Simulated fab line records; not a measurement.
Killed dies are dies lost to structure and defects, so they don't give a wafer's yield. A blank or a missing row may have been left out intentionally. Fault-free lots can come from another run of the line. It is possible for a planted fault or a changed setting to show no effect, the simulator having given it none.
Which tool is to blame? / flow gf180mcu / Sampling: 13 lots, 39 wafers, 4 of 602 route steps

## WHAT EACH GAUGE READ, for each wafer
GF_NWELL_TW_MEAS_11.
lot=L498; measured=day 3 06:26; on=film_metro-01; NWELL_TW=1570 1587 1585
lot=L499; measured=day 3 11:58; on=film_metro-01; NWELL_TW=1589 1572 1578
lot=L501; measured=day 4 02:47; on=film_metro-01; NWELL_TW=1568 1574 1573
lot=L502; measured=day 4 06:44; on=film_metro-01; NWELL_TW=1582 1574 1576
lot=L503; measured=day 4 15:00; on=film_metro-01; NWELL_TW=1576 1574 1585
lot=L504; measured=day 4 17:46; on=film_metro-04; NWELL_TW=1553 1563 1553
lot=L505; measured=day 4 22:10; on=film_metro-03; NWELL_TW=1584 1576 1573
lot=L506; measured=day 5 02:57; on=film_metro-04; NWELL_TW=1559 1547 1553
lot=L507; measured=day 5 09:05; on=film_metro-01; NWELL_TW=1575 1576 1566
lot=L512; measured=day 6 12:45; on=film_metro-04; NWELL_TW=1548 1542 1553
lot=L513; measured=day 6 20:28; on=film_metro-01; NWELL_TW=1559 1574 1573
lot=L517; measured=day 7 15:30; on=film_metro-03; NWELL_TW=1566 1565 1569
lot=L519; measured=day 8 07:24; on=film_metro-03; NWELL_TW=1557 1555 1556

GF_MVSD_TW_MEAS_11.
lot=L498; measured=day 4 09:50; on=film_metro-01; MVSD_TW=1584 1586 1584
lot=L499; measured=day 4 16:01; on=film_metro-04; MVSD_TW=1556 1558 1564
lot=L501; measured=day 5 07:24; on=film_metro-03; MVSD_TW=1562 1566 1570
lot=L502; measured=day 5 10:43; on=film_metro-01; MVSD_TW=1572 1585 1584
lot=L503; measured=day 5 19:21; on=film_metro-01; MVSD_TW=1571 1573 1582
lot=L504; measured=day 5 22:58; on=film_metro-03; MVSD_TW=1573 1569 1571
lot=L505; measured=day 6 03:46; on=film_metro-03; MVSD_TW=1578 1568 1569
lot=L506; measured=day 6 08:52; on=film_metro-03; MVSD_TW=1584 1580 1586
lot=L507; measured=day 6 16:00; on=film_metro-01; MVSD_TW=1591 1585 1576
lot=L512; measured=day 7 20:04; on=film_metro-01; MVSD_TW=1573 1571 1568
lot=L513; measured=day 8 04:44; on=film_metro-01; MVSD_TW=1576 1584 1582
lot=L517; measured=day 9 01:22; on=film_metro-03; MVSD_TW=1566 1567 1563
lot=L519; measured=day 9 17:46; on=film_metro-03; MVSD_TW=1577 1566 1568

GF_HV_LDD_CD_MEAS_07: the cd target is 400 nm.
lot=L498; measured=day 9 23:29; on=cd_sem-02; cd_nm (nm)=400.3 400.2 399.8
lot=L499; measured=day 10 05:18; on=cd_sem-01; cd_nm (nm)=398.3 397.6 397.6
lot=L501; measured=day 11 03:31; on=cd_sem-02; cd_nm (nm)=400.5 401.0 398.4
lot=L502; measured=day 11 09:56; on=cd_sem-01; cd_nm (nm)=401.0 400.5 399.3
lot=L503; measured=day 11 16:46; on=cd_sem-01; cd_nm (nm)=399.0 397.3 400.2
lot=L504; measured=day 11 22:00; on=cd_sem-02; cd_nm (nm)=400.3 400.9 399.8
lot=L505; measured=day 12 04:03; on=cd_sem-02; cd_nm (nm)=399.7 398.6 399.7
lot=L506; measured=day 12 12:38; on=cd_sem-02; cd_nm (nm)=400.1 396.6 399.7
lot=L507; measured=day 12 21:07; on=cd_sem-02; cd_nm (nm)=401.2 399.1 399.4
lot=L512; measured=day 14 07:20; on=cd_sem-01; cd_nm (nm)=400.4 380.4 381.0
lot=L513; measured=day 14 15:34; on=cd_sem-01; cd_nm (nm)=398.1 399.4 398.0
lot=L517; measured=day 15 20:07; on=cd_sem-01; cd_nm (nm)=404.1 404.9 405.1
lot=L519; measured=day 16 17:29; on=cd_sem-01; cd_nm (nm)=400.6 399.1 399.2

## WHAT TOOL EACH LOT RAN ON (gives the tool, then ch and the chambers of the sampled wafers, and finally the start)
lot=L498; GF_HV_LDD_DEVELOP_06=litho_track-04 ch 0, day 9 23:21
lot=L499; GF_HV_LDD_DEVELOP_06=litho_track-02 ch 0, day 10 05:10
lot=L501; GF_HV_LDD_DEVELOP_06=litho_track-01 ch 0, day 11 03:22
lot=L502; GF_HV_LDD_DEVELOP_06=litho_track-04 ch 0, day 11 09:47
lot=L503; GF_HV_LDD_DEVELOP_06=litho_track-01 ch 0, day 11 16:37
lot=L504; GF_HV_LDD_DEVELOP_06=litho_track-04 ch 0, day 11 21:51
lot=L505; GF_HV_LDD_DEVELOP_06=litho_track-04 ch 0, day 12 03:54
lot=L506; GF_HV_LDD_DEVELOP_06=litho_track-01 ch 0, day 12 12:29
lot=L507; GF_HV_LDD_DEVELOP_06=litho_track-01 ch 0, day 12 20:58
lot=L512; GF_HV_LDD_DEVELOP_06=litho_track-04 ch 0, day 14 07:11
lot=L513; GF_HV_LDD_DEVELOP_06=litho_track-02 ch 0, day 14 15:26
lot=L517; GF_HV_LDD_DEVELOP_06=litho_track-02 ch 0, day 15 19:59
lot=L519; GF_HV_LDD_DEVELOP_06=litho_track-01 ch 0, day 16 17:20
- GF_HV_LDD_DEVELOP_06: develop time 60 s.

## AS READ BY THE TOOLS THEMSELVES (means over the sampled wafers that have a number; for cases with no such wafer, the mark the record gives instead)
The record holds no such reading with a usual standard deviation.

## THE ANSWER, worked out from the rows above alone
Rule: the lots themselves supply what counts as usual. Put in order of their means at a reading, lots are off if they are a third of the lots or fewer, leave a main group of 4 or more, and stand apart from it by a gap of 3 or more times the standard deviation of the main group's means; of several such gaps the widest counts. The tables above print the reading to a certain number of digits; a main group whose means all agree to those digits is not used. Also off: a lot with no number at a reading for which 4 or more lots have one. Where the step has rows for the other lots, those lots are counted as sound. Order of review: gauges by route order, followed by the tools' own readings, for which a lot's mean as printed above is used. At the first step where some lot is off, the reading lying furthest off is the one used; lots without a number count as furthest.
Off: L512 (GF_HV_LDD_CD_MEAS_07, cd_nm). For the main group the mean is 399.9 nm and the standard deviation 1.6.
If a tool, at a process step before that reading, ran all the lots that are off and no sound lot after the first of them, it fits. The gauges at GF_HV_LDD_CD_MEAS_07 are tried like those tools. One candidate fits, namely litho_track-04 at GF_HV_LDD_DEVELOP_06. Its last sound lot is L505 (day 12 03:54), its first lot that is off L512 (day 14 07:11): a fault that began between those two fits.

## WHAT HAD BEEN PUT IN BY THE SIMULATOR
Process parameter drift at GF_HV_LDD_DEVELOP_06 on litho_track-04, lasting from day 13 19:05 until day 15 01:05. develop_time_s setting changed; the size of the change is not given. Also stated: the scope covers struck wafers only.
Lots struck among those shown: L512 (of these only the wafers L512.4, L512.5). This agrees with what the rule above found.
